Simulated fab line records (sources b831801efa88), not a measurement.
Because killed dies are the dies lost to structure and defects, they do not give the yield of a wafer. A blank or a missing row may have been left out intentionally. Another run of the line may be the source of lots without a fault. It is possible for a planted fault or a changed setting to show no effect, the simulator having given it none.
Which of the tools did it? + flow sky130 + 10 lots, 30 wafers sampled, at 4 steps of a route of 708

== WHAT THE GAUGES SHOWED, per wafer ==
SKY_CAPM_RS_MEAS_03: measures by four-point-probe.
| lot  | measured     | on            | CAPM_TIN_RS (ohm/sq) |
|------|--------------|---------------|----------------------|
| L680 | day 38 11:16 | film_metro-02 | 7.01 6.99 6.96       |
| L681 | day 38 13:07 | film_metro-02 | 6.90 6.90 6.91       |
| L683 | day 38 22:04 | film_metro-02 | 6.80 6.90 6.90       |
| L682 | day 38 23:11 | film_metro-02 | 7.00 6.90 6.99       |
| L685 | day 39 07:22 | film_metro-01 | 6.94 6.82 6.95       |
| L684 | day 39 08:37 | film_metro-01 | 6.83 6.82 6.88       |
| L686 | day 39 15:16 | film_metro-02 | 6.98 6.95 6.86       |
| L689 | day 41 01:05 | film_metro-04 | 6.82 6.71 6.84       |
| L690 | day 41 09:29 | film_metro-02 | 7.95 6.93 8.05       |
| L695 | day 42 09:31 | film_metro-04 | 6.87 6.84 7.93       |

== EACH LOT AND THE TOOL THAT RAN IT (in order: tool; ch and the chambers of the sampled wafers; start) ==
| lot  | SKY_METAL2_DESCUM_17              | SKY_VIA2_STRIP_16                    | SKY_CAPM_SPUTTER_02          |
|------|-----------------------------------|--------------------------------------|------------------------------|
| L680 | rie_metal-03 ch 0,1, day 37 06:25 | plasma_asher-02 ch 0,1, day 38 09:37 | pvd_sputter-03, day 38 11:09 |
| L681 | rie_metal-01 ch 0,1, day 37 07:43 | plasma_asher-01 ch 0, day 38 11:29   | pvd_sputter-04, day 38 12:59 |
| L683 | rie_metal-03 ch 0,1, day 37 17:20 | plasma_asher-01 ch 0,1, day 38 20:24 | pvd_sputter-04, day 38 21:55 |
| L682 | rie_metal-04 ch 0,1, day 37 18:35 | plasma_asher-02 ch 0,1, day 38 21:33 | pvd_sputter-03, day 38 23:01 |
| L685 | rie_metal-04 ch 0, day 38 02:41   | plasma_asher-01 ch 0,1, day 39 05:43 | pvd_sputter-03, day 39 07:16 |
| L684 | rie_metal-03 ch 0,1, day 38 04:13 | plasma_asher-01 ch 0,1, day 39 06:55 | pvd_sputter-03, day 39 08:30 |
| L686 | rie_metal-01 ch 0,1, day 38 11:23 | plasma_asher-04 ch 0, day 39 13:37   | pvd_sputter-04, day 39 15:08 |
| L689 | rie_metal-01 ch 0,1, day 39 20:50 | plasma_asher-02 ch 0,1, day 40 23:22 | pvd_sputter-01, day 41 00:56 |
| L690 | rie_metal-01 ch 1, day 40 05:31   | plasma_asher-01 ch 0,1, day 41 07:52 | pvd_sputter-03, day 41 09:22 |
| L695 | rie_metal-03 ch 0, day 41 06:17   | plasma_asher-01 ch 0,1, day 42 07:51 | pvd_sputter-03, day 42 09:22 |
- SKY_METAL2_DESCUM_17: chemistry O2, time 8 s.
- SKY_VIA2_STRIP_16: strips in O2/N2.
- SKY_CAPM_SPUTTER_02: material TiN, target thk 200 nm, time 166.7 s.

== THE ANSWER, worked out from the rows above alone ==
Rule: the lots themselves supply what counts as usual. The widest of any qualifying gaps counts: lots, ordered by their means at a reading, are off when they make up no more than a third of the lots, leave a main group of 4 or more, and stand apart from it by 3 or more times the standard deviation of that group's means. Not used: any main group whose means are identical at the precision the tables above print for the reading. A lot without any number at a reading at which 4 lots or more have one is off too. Any other lot the step has rows for is counted as sound.
Off: L690, L695, at SKY_CAPM_RS_MEAS_03 (CAPM_TIN_RS). For the main group the mean is 6.90 ohm/sq and the standard deviation 0.06.
If a tool, at a process step before that reading, ran all the lots that are off and no sound lot after the first of them, it fits. The gauges at SKY_CAPM_RS_MEAS_03 are tried like those tools. Undecided on this evidence; 2 tools fit (plasma_asher-01 at SKY_VIA2_STRIP_16, pvd_sputter-03 at SKY_CAPM_SPUTTER_02).

== WHAT THE SIMULATOR HAD INSERTED ==
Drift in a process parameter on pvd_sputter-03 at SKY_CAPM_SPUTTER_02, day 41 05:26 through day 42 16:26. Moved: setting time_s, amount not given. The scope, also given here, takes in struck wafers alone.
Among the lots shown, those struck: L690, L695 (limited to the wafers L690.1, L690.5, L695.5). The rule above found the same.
